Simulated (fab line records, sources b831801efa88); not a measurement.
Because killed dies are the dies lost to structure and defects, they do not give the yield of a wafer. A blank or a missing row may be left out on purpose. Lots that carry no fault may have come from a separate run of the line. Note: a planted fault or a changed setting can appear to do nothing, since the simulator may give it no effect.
fab line records -- flow sfq_line -- part 2 of 2: steps 30 to 41 of 41
[record] lots = 5, wafers = 15, last_day = 81
route steps=325 shown I4@164 JJ@178 M5@198
lots untouched by any fault: they come from a run of this same line in which no faults occurred
start_h: the number of hours between the record's first day and the start of the first shown wafer of the lot -- wait_h: hours from the lot's prior step to this one -- " repeats the value in the row above -- L1.1+2: several wafers, shown together as one row -- - either no value or no given start -- * or withheld: withheld -- < > ~ a bound
route shown NAME@n: NAME is a module with steps in the file, n the number in the route of the first one -- usual: mean/standard deviation of fault-free wafers -- same: alike in all rows -- chamber/n: place in a boat -- sites: per-site readings -- _std_site: standard deviation across them -- _edge_site: outer sites' mean less inner sites' -- radius_mm: how far each site lies from the wafer's centre -- mask NAME#n: copy n -- behind: the tool/chamber that last shaped the wafer -- hold: what put the lot on hold/how long, in hours/how the hold closed -- device: which transistor (n, p or np) failed to switch -- end of line: at the end of the route, the tests of the same wafers -- where a step has no rows: the recipe by itself -- killed: dies that structure and defects cost at the first sort, which is not the same as the wafer's yield -- map: the dies of a wafer, with x for killed, . for not killed, _ for no die there
set.NAME: the setting the step ran with; set.NAME@STEP: the setting that earlier step ran with -- model.NAME: the simulator's own value behind a step, which no gauge read
a table for each step, a row for each wafer; lots at some steps of the route
services: from which hour (start_h, from the record's first day; less than 0 if before it) a tool's chamber was out of use, for how many hours, and why
[[steps]]
[step SFQ_TRILAYER_JJ_CE_ETCH_RIE_118]
[recipe] target = Nb, stop_on = Al2O3, mask_material = PR, taper_deg = 13.257, over_etch_frac = 0.15, time_s = 97.7, chemistry = SF6, target_depth_nm = 170, icp_w = 600, bias_w = 80, pressure_mtorr = 10
[usual] drypump_motor_current_A = 6.04/0.28, oes_product_au = 0.989/0.0076
[same] over_etch_frac = 0.15
lot.wafer,tool,chamber,start_h,wait_h,drypump_motor_current_A,oes_product_au,rf_hours_counter_h
L077.3,rie_metal-01,0,1178.09,0.1,5.69,0.993,-
L077.5,rie_metal-01,0,1178.09,0.1,5.69,0.993,-
L077.6,rie_metal-01,1,1178.09,0.1,5.83,0.998,-
L079.1,rie_metal-01,1,1190.05,0.1,5.81,0.993,7
L079.3,rie_metal-01,1,1190.05,0.1,5.85,0.995,-
L079.4,rie_metal-01,0,1190.05,0.1,5.72,0.983,-
L080.3,rie_metal-01,0,1289.10,0.1,5.70,1.005,-
L080.4,rie_metal-01,1,1289.10,0.1,5.85,0.995,-
L080.6,rie_metal-01,0,1289.10,0.1,5.72,0.999,-
L086.1,rie_metal-03,0,1346.64,0.1,5.72,0.990,29
L086.2,rie_metal-03,1,1346.64,0.1,6.32,0.975,16
L086.5,rie_metal-03,0,1346.64,0.1,5.74,0.983,-
L092.3,rie_metal-02,1,1476.82,0.1,6.22,0.990,-
L092.5,rie_metal-02,0,1476.82,0.1,6.40,0.992,-
L092.6,rie_metal-02,1,1476.82,0.1,6.22,0.992,-
[step SFQ_TRILAYER_JJ_ANODIZE_ANODIZE_119]
[recipe] current_density_ma_cm2 = withheld, end_current_density_ma_cm2 = withheld, bath_temp_c = withheld
lot.wafer,tool,chamber,start_h,wait_h
L077.3+5+6,wet_bench-06,"1,5,0",1178.16,0.0
L079.1+3+4,wet_bench-05,"1,5,0",1190.16,0.1
L080.3+4+6,wet_bench-06,"6,4,7",1289.17,0.0
L086.1+2+5,wet_bench-06,"3,7,4",1346.74,0.1
L092.3+5+6,wet_bench-06,"6,7,2",1476.89,0.0
[step SFQ_TRILAYER_JJ_CE_STRIP_STRIP_120]
[recipe] gas = O2, power_w = 200, platen_temp_c = 40, overash_fraction = 0.65, chemistry = O2, pressure_mtorr = 50
[usual] drypump_motor_current_A = 6.13/0.27, oes_product_au = 0.998/0.01
[same] overash_fraction = 0.65
lot.wafer,tool,chamber,start_h,wait_h,drypump_motor_current_A,oes_product_au,rf_hours_counter_h
L077.3,rie_metal-02,0,1178.86,0.2,6.36,0.987,-
L077.5,rie_metal-02,1,1178.86,0.2,6.22,0.980,-
L077.6,rie_metal-02,0,1178.86,0.2,6.38,0.977,-
L079.1,rie_metal-02,0,1190.66,0.0,6.35,0.986,59
L079.3,rie_metal-02,1,1190.66,0.0,6.25,0.982,-
L079.4,rie_metal-02,0,1190.66,0.0,6.37,0.991,-
L080.3,rie_metal-02,0,1289.91,0.2,6.39,0.984,-
L080.4,rie_metal-02,1,1289.91,0.2,6.20,0.997,-
L080.6,rie_metal-02,1,1289.91,0.2,6.20,0.999,-
L086.1,rie_metal-01,0,1347.24,0.0,5.71,1.008,48
L086.2,rie_metal-01,1,1347.24,0.0,5.80,1.000,31
L086.5,rie_metal-01,1,1347.24,0.0,5.81,1.014,-
L092.3,rie_metal-03,0,1477.59,0.2,5.75,1.005,-
L092.5,rie_metal-03,1,1477.59,0.2,6.33,1.004,-
L092.6,rie_metal-03,0,1477.59,0.2,5.74,1.010,-
[step SFQ_TRILAYER_JJ_CE_STRIP_SOLV_CLEAN_121]
[recipe] chemistry = NMP, temp_c = 70, time_s = 600
[usual] bath_guard_temp_C = 70.2/0.57
lot.wafer,tool,chamber,start_h,wait_h,bath_guard_temp_C
L077.3,wet_bench-04,3,1179.26,0.2,70.3
L077.5,wet_bench-04,1,1179.26,0.2,69.1
L077.6,wet_bench-04,6,1179.26,0.2,70.7
L079.1,wet_bench-01,7,1191.26,0.4,70.0
L079.3,wet_bench-01,0,1191.26,0.4,70.8
L079.4,wet_bench-01,5,1191.26,0.4,71.0
L080.3,wet_bench-04,6,1290.31,0.2,70.8
L080.4,wet_bench-04,7,1290.31,0.2,70.5
L080.6,wet_bench-04,2,1290.31,0.2,69.6
L086.1,wet_bench-04,4,1347.84,0.4,70.2
L086.2,wet_bench-04,5,1347.84,0.4,70.5
L086.5,wet_bench-04,2,1347.84,0.4,69.3
L092.3,wet_bench-02,4,1477.99,0.2,69.8
L092.5,wet_bench-02,7,1477.99,0.2,69.9
L092.6,wet_bench-02,0,1477.99,0.2,69.9
[step SFQ_TRILAYER_M5_LITHO_COAT_128]
[recipe] resist = BARC, spin_rpm = 3000, resist_thk_nm = 62
lot.wafer,tool,chamber,start_h,wait_h
L077.3+5+6,litho_track-04,0,1179.53,0.1
L079.1+3+4,litho_track-01,0,1191.43,0.0
L080.3+4+6,litho_track-02,0,1290.59,0.1
L086.1+2+5,litho_track-04,0,1348.02,0.0
L092.3+5+6,litho_track-01,0,1478.28,0.1
[step SFQ_TRILAYER_M5_LITHO_COAT_123]
[recipe] resist = KrF, spin_rpm = 3000, resist_thk_nm = 600
lot.wafer,tool,chamber,start_h,wait_h
L077.3+5+6,litho_track-04,0,1179.83,0.2
L079.1+3+4,litho_track-01,0,1191.73,0.2
L080.3+4+6,litho_track-02,0,1290.89,0.2
L086.1+2+5,litho_track-04,0,1348.32,0.2
L092.3+5+6,litho_track-01,0,1478.58,0.2
[step SFQ_TRILAYER_M5_LITHO_SOFTBAKE_127]
[recipe] temp_c = withheld, time_s = withheld, resist = KrF
lot.wafer,tool,chamber,start_h,wait_h
L077.3+5+6,litho_track-04,0,1180.08,0.2
L079.1+3+4,litho_track-01,0,1192.03,0.2
L080.3+4+6,litho_track-02,0,1291.14,0.2
L086.1+2+5,litho_track-04,0,1348.62,0.2
L092.3+5+6,litho_track-01,0,1478.83,0.2
[step SFQ_TRILAYER_M5_LITHO_EXPOSE_124]
[recipe] mask_id = M5, na = 0.6, source_shape = conventional, sigma_outer = 0.65, target_cd_nm = 700, dose_mj = 14.4
[same] sigma_outer = 0.65
lot.wafer,tool,chamber,start_h,wait_h,mask
L077.3+5+6,krf_scanner-02,0,1192.62,-,M5#0
L079.1+3+4,krf_scanner-02,0,1195.82,-,M5#0
L080.3+4+6,krf_scanner-01,0,1291.76,-,M5#0
L086.1+2+5,krf_scanner-01,0,1361.03,-,M5#0
L092.3+5+6,krf_scanner-02,0,1508.46,-,M5#0
[step SFQ_TRILAYER_M5_LITHO_PEB_126]
[recipe] peb_temp_c = 115, peb_time_s = 60, resist = KrF
lot.wafer,tool,chamber,start_h,wait_h
L077.3+5+6,litho_track-01,0,1193.47,0.7
L079.1+3+4,litho_track-04,0,1197.02,1.0
L080.3+4+6,litho_track-01,0,1292.61,0.7
L086.1+2+5,litho_track-02,0,1362.23,1.0
L092.3+5+6,litho_track-01,0,1509.31,0.7
[step SFQ_TRILAYER_M5_LITHO_DEVELOP_125]
[recipe] time_s = 60, resist = KrF
lot.wafer,tool,chamber,start_h,wait_h
L077.3+5+6,litho_track-01,0,1193.62,0.1
L079.1+3+4,litho_track-04,0,1197.17,0.1
L080.3+4+6,litho_track-01,0,1292.76,0.1
L086.1+2+5,litho_track-02,0,1362.38,0.1
L092.3+5+6,litho_track-01,0,1509.46,0.1
[step SFQ_M5_OVL_MEAS_932]
[usual] M5_OVL = 0/5.9
lot.wafer,tool,chamber,start_h,wait_h,M5_OVL[nm]
L077.3,overlay-01,-,1193.74,0.1,6
L077.5,overlay-01,-,1193.74,0.1,-2
L077.6,overlay-01,-,1193.74,0.1,4
L079.1,overlay-01,-,1197.32,0.1,3
L079.3,overlay-01,-,1197.32,0.1,3
L079.4,overlay-01,-,1197.32,0.1,4
L080.3,overlay-01,-,1292.88,0.1,-4
L080.4,overlay-01,-,1292.88,0.1,-9
L080.6,overlay-01,-,1292.88,0.1,-12
L086.1,overlay-02,-,1362.53,0.1,4
L086.2,overlay-02,-,1362.53,0.1,4
L086.5,overlay-02,-,1362.53,0.1,6
L092.3,overlay-02,-,1509.57,0.1,-7
L092.5,overlay-02,-,1509.57,0.1,-7
L092.6,overlay-02,-,1509.57,0.1,-4
[step SFQ_TRILAYER_M5_BARC_OPEN_METAL_ETCH_161]
[recipe] mask_material = PR, chemistry = O2, target_depth_nm = 125, target = BARC, icp_w = 600, bias_w = 80, pressure_mtorr = 10, time_s = 41.7
[usual] drypump_motor_current_A = 5.8/0.31, oes_product_au = 0.685/0.005
lot.wafer,tool,chamber,start_h,wait_h,drypump_motor_current_A,oes_product_au,rf_hours_counter_h
L077.3,rie_metal-04,1,1193.78,0.0,5.9,0.682,-
L077.5,rie_metal-04,1,1193.78,0.0,5.9,0.685,-
L077.6,rie_metal-04,0,1193.78,0.0,5.3,0.690,-
L079.1,rie_metal-01,1,1197.36,0.0,5.8,0.692,9
L079.3,rie_metal-01,1,1197.36,0.0,5.8,0.689,-
L079.4,rie_metal-01,0,1197.36,0.0,5.7,0.692,-
L080.3,rie_metal-01,1,1292.92,0.0,5.8,0.684,-
L080.4,rie_metal-01,0,1292.92,0.0,5.7,0.687,-
L080.6,rie_metal-01,0,1292.92,0.0,5.7,0.680,-
L086.1,rie_metal-04,1,1362.74,0.2,5.8,0.682,36
L086.2,rie_metal-04,1,1362.74,0.2,5.8,0.689,-
L086.5,rie_metal-04,1,1362.74,0.2,5.9,0.689,-
L092.3,rie_metal-02,1,1509.62,0.0,6.2,0.677,-
L092.5,rie_metal-02,0,1509.62,0.0,6.4,0.683,-
L092.6,rie_metal-02,1,1509.62,0.0,6.2,0.685,-
[[services]]
tool,chamber,start_h,hours,kind
pvd_sputter-05,-,1139.89,2.8,repair
krf_scanner-01,-,1143.34,1.3,pm
krf_scanner-01,-,1145.27,0.8,pm
rie_metal-01,0,1154.19,8.4,repair
rie_metal-02,-,1191.53,2.8,pm
rie_metal-02,-,1209.95,1.0,repair
krf_scanner-01,-,1253.23,1.0,pm
krf_scanner-01,-,1261.41,7.2,pm
pvd_sputter-05,-,1290.08,0.6,repair
krf_scanner-01,-,1319.39,1.3,pm
krf_scanner-01,-,1325.58,2.1,repair
krf_scanner-01,-,1331.81,0.6,repair
krf_scanner-01,-,1351.01,4.0,pm
pvd_sputter-03,-,1367.87,3.0,repair
krf_scanner-01,-,1372.38,6.4,repair
rie_metal-01,-,1399.62,1.2,repair
pvd_sputter-05,-,1408.98,6.7,repair
krf_scanner-01,-,1422.19,1.0,pm
rie_metal-01,1,1433.67,11.6,repair
pvd_sputter-05,-,1444.33,3.9,repair
pvd_sputter-05,-,1445.45,5.9,repair
rie_metal-01,1,1448.75,8.4,repair
krf_scanner-01,-,1483.56,0.8,pm
krf_scanner-01,-,1507.23,3.6,pm
